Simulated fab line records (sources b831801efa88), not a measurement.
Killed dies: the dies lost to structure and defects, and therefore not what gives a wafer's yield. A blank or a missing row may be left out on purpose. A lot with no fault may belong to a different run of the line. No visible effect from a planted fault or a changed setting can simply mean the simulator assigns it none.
What tool caused it? | flow sfq_line | 6 lots, 18 wafers sampled, at 2 steps of a route of 325

== WHAT THE GAUGES READ, wafer by wafer ==
SFQ_I0_OVL_MEAS_908.
lot  | measured     | on         | I0_OVL (nm)
L884 | day 11 02:20 | overlay-01 | 5 10 8
L886 | day 11 21:32 | overlay-01 | 1 6 2
L892 | day 12 22:44 | overlay-01 | 1 -2 -3
L898 | day 14 13:14 | overlay-01 | -3 -3 0
L902 | day 15 21:00 | overlay-01 | 9 2 3
L905 | day 16 22:12 | overlay-01 | 1 7 3

== WHAT TOOL EACH LOT RAN ON (gives the tool, then ch and the chambers of the sampled wafers, and finally the start) ==
lot  | SFQ_TRILAYER_L0_BARC_OPEN_METAL_ETCH_010
L884 | rie_metal-02 ch 1, day 2 15:02
L886 | rie_metal-04 ch 0,1, day 3 08:04
L892 | rie_metal-04 ch 0,1, day 4 14:49
L898 | rie_metal-02 ch 0, day 5 17:13
L902 | rie_metal-01 ch 0,1, day 6 13:41
L905 | rie_metal-02 ch 0,1, day 7 06:29
- SFQ_TRILAYER_L0_BARC_OPEN_METAL_ETCH_010: etches BARC in O2, target depth 125 nm, time 41.7 s.

== THE ANSWER, worked out from the rows above alone ==
Rule: what is usual is taken from the lots themselves. The widest of any qualifying gaps counts: lots, ordered by their means at a reading, are off when they make up no more than a third of the lots, leave a main group of 4 or more, and stand apart from it by 3 or more times the standard deviation of that group's means. A main group is skipped when, at the precision printed for the reading in the tables above, its means are all equal. A lot without any number at a reading at which 4 lots or more have one is off too. The other lots that the step has rows for count as sound.
Across all readings shown, no lot is off: no conclusion can be drawn from this.

== WHAT HAD BEEN PUT IN BY THE SIMULATOR ==
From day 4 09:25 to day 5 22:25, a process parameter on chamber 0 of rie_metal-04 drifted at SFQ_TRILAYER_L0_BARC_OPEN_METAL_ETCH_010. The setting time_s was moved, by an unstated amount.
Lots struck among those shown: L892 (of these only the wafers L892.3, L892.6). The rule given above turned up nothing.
